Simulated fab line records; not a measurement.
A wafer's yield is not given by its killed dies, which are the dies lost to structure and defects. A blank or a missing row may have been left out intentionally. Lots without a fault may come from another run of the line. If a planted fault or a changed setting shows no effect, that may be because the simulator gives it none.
Chamber matching	flow gf180mcu	GF_V4_ETCH_16 on rie_diel-01 has 4 sister chambers
The step etches BARC in N2/H2. 8 wafers are shown with their chamber, then 8 later ones without.

WAFERS WITH THEIR CHAMBER
wafer	chamber	drypump_motor_current_A (A)	bias_w (W)
L075.5	1	6.5	99.72
L076.1	3	5.6	100.19
L076.5	3	5.6	100.55
L078.5	0	5.5	99.72
L080.1	1	6.5	99.74
L080.2	0	5.5	100.04
L080.4	2	5.8	99.96
L093.1	2	5.9	100.42

WAFERS WITH NO CHAMBER GIVEN
wafer	drypump_motor_current_A (A)	bias_w (W)
L093.4	6.5	99.69
L093.5	5.5	99.62
L094.1	6.5	99.98
L094.3	5.6	100.00
L094.6	5.9	100.07
L097.1	5.6	100.59
L097.3	6.4	99.92
L097.5	5.4	100.29

WHICH CHAMBER EACH WENT THROUGH
wafer	from the rows above	in truth
L093.4	1	1
L093.5	0	0
L094.1	1	1
L094.3	can't be placed: 3 or 0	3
L094.6	2	2
L097.1	3	3
L097.3	1	1
L097.5	0	0
Correct placement for 7 of the 8. Cannot be placed on the basis of these rows: 1; the candidates contain the true chamber in 1. Number placed wrongly: 0.
How it was worked out, from the rows above alone: a wafer's distance from a chamber is the root of the sum, over the readings, of the square of ((its reading less the chamber's mean) divided by the reading's scatter). If the next closest chamber is less than 2 further off than the closest, the wafer can't be placed; otherwise it belongs to the closest. A chamber's mean is the mean of its shown wafers. The scatter is the square root of a quotient: the sum, over the shown wafers, of each reading's squared deviation from its chamber's mean, divided by wafers minus chambers.
